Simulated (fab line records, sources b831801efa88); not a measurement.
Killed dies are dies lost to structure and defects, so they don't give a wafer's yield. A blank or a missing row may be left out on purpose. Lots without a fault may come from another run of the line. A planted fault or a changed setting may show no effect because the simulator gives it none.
Problem report in the 8D (eight disciplines) form, filled by code | flow gf180mcu | the parts of the form that need people (team, actions taken, sign-off) are left out

1. THE PROBLEM
run_length_s at GF_STI_ETCH_14 reads a mean of 121.8 s on 1 wafer of 1 lot; wafers without a fault read 131.2 s with a standard deviation of 0.4. That is -23 standard deviations from the usual mean.
The step: etches Si in HBr/Cl2/O2, target depth 360 nm, time 102.9 s.
First seen on wafer L245.4, day 5 22:49, on rie_si-01. The record holds 39 wafers of 13 lots with a number at this step. Rule for "out", or "out of limits": more than 4 standard deviations from the usual mean. The other wafers with a number count as sound.

2. WHAT IT IS AND WHAT IT IS NOT
question                    | is               | is not
which readings at this step | run_length_s     | chamber_pressure_mTorr, drypump_motor_current_A, oes_product_au, throttle_valve_pct
which lots                  | L245             | L227, L228, L229, L230, L231, L232, L233, L236, L237, L238, L241, L250
which wafers of those lots  | L245.4           | L245.1, L245.3
read on which tools         | rie_si-01        | rie_si-02
when                        | from day 5 22:49 | up to then (35 sound wafers); but 3 sound wafers of L250 came after

3. SUSPECTS, AND WHAT RULES EACH OUT
Counting: a tool at a process step up to the reading stays a suspect if it ran every lot that is out. Sound lots after the first of them don't rule it out here, since some wafers of a struck lot are sound.
- rie_si-01 at GF_STI_ETCH_14 (etches Si in HBr/Cl2/O2, target depth 360 nm, time 102.9 s): kept. It ran the lot that is out, L245 (day 5 22:49); its last sound lot up to then is L237 (day 4 04:56). Its own readings are out on those wafers: run_length_s.
- Within rie_si-01 at GF_STI_ETCH_14: the wafers that are out ran in chamber 3; their sound lot-mates ran in chambers 1, 2.
Left after counting: rie_si-01 at GF_STI_ETCH_14.

4. THE CAUSE (what the simulator had put in)
Process parameter drift: rie_si-01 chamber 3, from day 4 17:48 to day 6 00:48, at GF_STI_ETCH_14. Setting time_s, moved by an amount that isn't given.
Counting left only this tool.

5. THE CHAIN OF EFFECTS, in route order
Each row: a reading whose mean over the struck wafers that have a number lies more than 3 standard deviations from the usual. Only readings for which the record gives a usual standard deviation are gone through. hours: the time from each lot's start at the first step in this table that gives one to its start at this step, as a median over the lots. sigmas: the change in usual standard deviations.
hours | step           | reading      | usual   | on struck wafers | change | sigmas
0     | GF_STI_ETCH_14 | run_length_s | 131.2 s | 121.8            | -9.4   | -23
The process steps in it:
- GF_STI_ETCH_14: etches Si in HBr/Cl2/O2, target depth 360 nm, time 102.9 s.
Later measuring or inspecting steps at which every struck wafer that the step has a row for has a number for every such reading, and none has moved that far: GF_M4_OVL_MEAS_15.

6. WHAT WOULD HAVE CAUGHT IT SOONER
In this record the first reading out of limits was taken at day 5 22:49, 29 hours after the fault began at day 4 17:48.
